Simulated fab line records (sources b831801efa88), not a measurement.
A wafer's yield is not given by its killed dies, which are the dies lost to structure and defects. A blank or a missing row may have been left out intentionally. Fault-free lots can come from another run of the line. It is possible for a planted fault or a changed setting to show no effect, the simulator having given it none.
Comparing a struck lot with a sound one / flow sky130 / 23 steps out of a route of 708
Sound: wafers L635.2, L635.3, L635.6. Struck: wafers L638.2, L638.3, L638.5. The cause comes at the end.
Order at every step that has rows: each side's tool, ch and its chambers, its first start. Under that, the readings that differ: sound wafers / struck wafers / difference of the means / sigmas: that difference in standard deviations of wafers without a fault.
alike: words and numbers the same on both sides, and readings whose means are apart by under 2 such deviations; not compared: readings that were withheld, readings missing a value for some wafer, numbers with overlapping values and no deviation given by the record, and bounds like >300 which may hide the same value.
A row with sigmas, a row that says differs or no value, or rows on one side alone: a step with any of these is where the two part. When numbers do not overlap yet have no deviation, they are printed without sigmas and do not part them. A reading missing from all wafers of one side parts the sides only when that side holds two or more wafers.

SKY_LOCAL_INTERCONNECT_STRIP_15: strips in O2/N2.
  sound on plasma_asher-03 ch 0,1, day 33 23:47; struck on plasma_asher-04 ch 0,1, day 34 21:20
  alike: chamber_pressure_mTorr, drypump_motor_current_A, oes_product_au, strip_time_to_endpoint_s
  not compared: rf_hours_counter_h
then, 3 steps without rows for these wafers: SKY_LOCAL_INTERCONNECT_STRIP_16 (strips in post etch residue remover, time 1200 s); SKY_LOCAL_INTERCONNECT_CLEAN_17 (cleans in IPA, time 180 s); SKY_LOCAL_INTERCONNECT_CLEAN_18 (cleans in O3/DIW).
SKY_CONTACT_CVD_00: deposits Si3N4, target thk 75 nm.
  sound on pecvd-01 ch 0,1,2, day 34 00:23; struck on pecvd-01 ch 0,1,2, day 34 21:56
  alike: heater_power_w
SKY_CONTACT_THK_MEAS_01:
  struck on film_metro-01, day 34 21:58; sound on film_metro-01, day 34 00:26
  alike: CONTACT_CVD_00_THK
then, 1 step without rows for these wafers: SKY_CONTACT_HDPCVD_02 (deposits SiO2, target thk 565 nm, time 94.2 s).
SKY_CONTACT_THK_MEAS_03:
  struck on film_metro-04, day 34 22:06; sound on film_metro-04, day 34 00:34
  alike: CONTACT_HDPCVD_THK
SKY_CONTACT_CMP_04: polishes SiO2.
  sound on cmp-02 ch 0,1, day 34 00:37; struck on cmp-01 ch 0,1,2, day 34 22:09
  alike: motor_current_A, platen_rpm, slurry_filter_dp_kPa, time_to_endpoint_s
SKY_CONTACT_BOW_MEAS_05:
  struck on film_metro-04, day 34 22:28; sound on film_metro-03, day 34 00:56
  alike: CONTACT_BOW
then, 2 steps without rows for these wafers: SKY_CONTACT_DEHYDRATE_06 (time 60 s); SKY_CONTACT_HMDS_07 (prime time 60 s).
SKY_CONTACT_COAT_08: resist thk 60 nm.
  sound on litho_track-04 ch 0, day 34 13:35; struck on litho_track-03 ch 0, day 35 11:46
then, 5 steps without rows for these wafers: SKY_CONTACT_COAT_09 (resist thk 450 nm); SKY_CONTACT_SOFTBAKE_10 (time 90 s); SKY_CONTACT_EXPOSE_11 (exposes mask CTM1, target cd 170 nm); SKY_CONTACT_PEB_12; SKY_CONTACT_DEVELOP_13 (develop time 60 s).
SKY_CONTACT_CD_MEAS_14: target cd 170 nm.
  struck on cd_sem-02, day 36 00:29; sound on cd_sem-02, day 35 03:29
  alike: cd_nm
SKY_CONTACT_OVL_MEAS_15:
  struck on overlay-02, day 36 00:35; sound on overlay-01, day 35 03:36
reading=CONTACT_OVL (nm); sound=4 7 11; struck=-1 -4 -3; difference=-10; sigmas=-2
SKY_CONTACT_ETCH_16: etches BARC in N2/H2, stops on SiO2, time 45.9 s, target depth 60 nm.
  sound on rie_diel-04 ch 0,1,3, day 35 03:38; struck on rie_diel-03 ch 0,2, day 36 00:37
reading=oes_product_au (a.u.); sound=0.848 0.851 0.850; struck=0.899 0.886 0.892; difference=+0.043; sigmas=+9
reading=model.etch.depth_nm (nm); sound=59.69 59.68 59.62; struck=64.71 64.82 64.46; difference=+5.00; sigmas=
  alike: bias_w, chamber_pressure_mTorr, drypump_motor_current_A, throttle_valve_pct
  not compared: rf_hours_counter_h
SKY_CONTACT_ETCH_17: etches SiO2 in C4F8/O2/Ar, stops on Si3N4, target depth 340 nm.
  sound on rie_diel-04 ch 0,1,3, day 35 03:40; struck on rie_diel-03 ch 0,2, day 36 00:40
  alike: bias_w, chamber_pressure_mTorr, oes_product_au
-- the record jumps here: 13 days lie between the struck wafers' starts before and after (it left off in module CONTACT and takes up again in module PAD_OPEN, whose first step shown is number 708 of the route) --
SKY_PAD_OPEN_PROBE_99:
  record: rows for the struck wafers here (prober-01, day 49 03:59), none for the sound ones

WHERE THEY PART
Last at SKY_PAD_OPEN_PROBE_99 as far as this record goes, first at SKY_CONTACT_OVL_MEAS_15.

WHY: what had been put in by the simulator
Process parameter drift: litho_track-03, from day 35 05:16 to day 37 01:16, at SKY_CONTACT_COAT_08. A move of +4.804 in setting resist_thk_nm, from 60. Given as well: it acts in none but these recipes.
